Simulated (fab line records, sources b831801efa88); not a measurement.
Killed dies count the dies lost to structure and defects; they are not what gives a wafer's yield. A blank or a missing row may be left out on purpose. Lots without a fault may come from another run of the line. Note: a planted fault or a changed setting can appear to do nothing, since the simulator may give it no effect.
Matching of chambers / flow sky130 / 3 sister chambers for SKY_VIA4_HDPCVD_00 on hdpcvd-01
The step deposits SiO2, target thk 1750 nm, time 291.7 s. 14 wafers are shown with their chamber, then 7 later ones without.

== WAFERS PAIRED WITH THEIR CHAMBERS ==
wafer=L258.4; chamber=1; run_length_s (s)=319.6; sih4_flow_sccm (sccm)=60.04
wafer=L258.5; chamber=0; run_length_s (s)=320.3; sih4_flow_sccm (sccm)=59.98
wafer=L258.6; chamber=2; run_length_s (s)=320.0; sih4_flow_sccm (sccm)=59.95
wafer=L262.2; chamber=1; run_length_s (s)=319.2; sih4_flow_sccm (sccm)=60.01
wafer=L262.4; chamber=1; run_length_s (s)=319.5; sih4_flow_sccm (sccm)=60.00
wafer=L262.6; chamber=2; run_length_s (s)=320.1; sih4_flow_sccm (sccm)=60.14
wafer=L265.4; chamber=1; run_length_s (s)=319.4; sih4_flow_sccm (sccm)=60.07
wafer=L265.5; chamber=0; run_length_s (s)=319.6; sih4_flow_sccm (sccm)=60.08
wafer=L265.6; chamber=2; run_length_s (s)=320.1; sih4_flow_sccm (sccm)=59.95
wafer=L267.3; chamber=0; run_length_s (s)=319.5; sih4_flow_sccm (sccm)=60.07
wafer=L267.4; chamber=1; run_length_s (s)=319.4; sih4_flow_sccm (sccm)=59.97
wafer=L267.5; chamber=0; run_length_s (s)=319.7; sih4_flow_sccm (sccm)=60.23
wafer=L278.2; chamber=0; run_length_s (s)=319.7; sih4_flow_sccm (sccm)=60.31
wafer=L278.3; chamber=2; run_length_s (s)=320.2; sih4_flow_sccm (sccm)=60.37

SIGNATURES, as means of the wafers listed above
reading=run_length_s; chamber 0=319.760; chamber 1=319.420; chamber 2=320.100; scatter within a chamber=0.213
reading=sih4_flow_sccm; chamber 0=60.1340; chamber 1=60.0180; chamber 2=60.1025; scatter within a chamber=0.134
Rule: for a wafer and a chamber, the distance is found by dividing, reading by reading, the gap between the wafer's reading and the chamber's mean by the reading's scatter, squaring, summing and taking the root. The wafer belongs to the nearest chamber; if the next one is less than 2 further off, it can't be placed. How the scatter is found: for the shown wafers, subtract from each reading the mean of its chamber, square and add these, divide the total by (wafers less chambers), then take the root.

== WAFERS MISSING THEIR CHAMBER ==
wafer=L278.4; run_length_s (s)=320.5; sih4_flow_sccm (sccm)=60.06
wafer=L279.4; run_length_s (s)=319.5; sih4_flow_sccm (sccm)=60.04
wafer=L279.5; run_length_s (s)=320.6; sih4_flow_sccm (sccm)=60.05
wafer=L279.6; run_length_s (s)=319.3; sih4_flow_sccm (sccm)=59.70
wafer=L280.1; run_length_s (s)=320.2; sih4_flow_sccm (sccm)=59.88
wafer=L280.4; run_length_s (s)=319.3; sih4_flow_sccm (sccm)=59.92
wafer=L280.6; run_length_s (s)=319.7; sih4_flow_sccm (sccm)=60.01

== WHICH CHAMBER EACH ONE RAN IN ==
wafer=L278.4; from the rows above=can't be placed: 2 or 0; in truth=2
wafer=L279.4; from the rows above=can't be placed: 1 or 0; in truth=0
wafer=L279.5; from the rows above=can't be placed: 2 or 0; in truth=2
wafer=L279.6; from the rows above=can't be placed: 1 or 0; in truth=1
wafer=L280.1; from the rows above=can't be placed: 2 or 0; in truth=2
wafer=L280.4; from the rows above=can't be placed: 1 or 0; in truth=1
wafer=L280.6; from the rows above=can't be placed: 0 or 1 or 2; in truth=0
Correctly placed: 0 of 7. From these rows, 7 cannot be placed; in 7 the true chamber is one of the candidates. Placed wrongly: 0.
